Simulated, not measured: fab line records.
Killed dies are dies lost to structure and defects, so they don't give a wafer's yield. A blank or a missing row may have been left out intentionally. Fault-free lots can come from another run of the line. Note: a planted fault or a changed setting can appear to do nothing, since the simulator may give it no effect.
Which tool was responsible? ; flow gf180mcu ; 13 lots, 38 wafers sampled, at 1 step of a route of 602

## WHAT THE GAUGES SHOWED, per wafer
GF_CONTACT_THK_MEAS_01. Usual: CONTACT_CVD_00_THK 300 nm, standard deviation 4.8.
lot;measured;on;CONTACT_CVD_00_THK (nm);flag
L163;day 15 10:41;film-metro-02;304 297 294;
L164;day 15 11:55;film-metro-04;298 304 294;
L165;day 16 03:08;film-metro-03;305 298 296;
L166;day 16 12:22;film-metro-02;303 305 298;
L168;day 16 20:32;film-metro-04;296 296 297;
L169;day 17 05:47;film-metro-02;300 294 302;
L170;day 17 17:58;film-metro-02;307 309 307;
L171;day 18 01:52;film-metro-02;301 297 303;
L176;day 20 01:46;film-metro-04;295 296;
L179;day 20 23:37;film-metro-04;303 300 308;
L181;day 21 18:54;film-metro-04;304 303 301;
L185;day 22 21:31;film-metro-04;299 310 306;
L186;day 23 04:46;film-metro-02;287 302 292;

## EACH LOT AND THE TOOL THAT RAN IT (in order: tool; ch and the chambers of the sampled wafers; start)
The record holds no process step before these readings.

## WHAT THE TOOLS THEMSELVES READ (means of the sampled wafers that have a number; where no wafer has one, the mark that the record gives instead)
The record holds no such reading with a usual standard deviation.

## THE ANSWER, worked out from the rows above alone
Rule: take the mean of a lot's wafers that have a number; if it is more than 3 standard deviations from the usual mean, the lot is off. Also off: a lot with no number at a reading for which 4 or more lots have one. Where the step has rows for the other lots, those lots are counted as sound. The gauges are gone through in route order, then the tools' own readings, and for those a lot's mean is taken as printed above. At the first step where some lot is off, the reading lying furthest off is the one used; lots without a number count as furthest.
No lot is off on any of the readings shown, so nothing can be concluded from this.

## WHAT THE SIMULATOR HAD INSERTED
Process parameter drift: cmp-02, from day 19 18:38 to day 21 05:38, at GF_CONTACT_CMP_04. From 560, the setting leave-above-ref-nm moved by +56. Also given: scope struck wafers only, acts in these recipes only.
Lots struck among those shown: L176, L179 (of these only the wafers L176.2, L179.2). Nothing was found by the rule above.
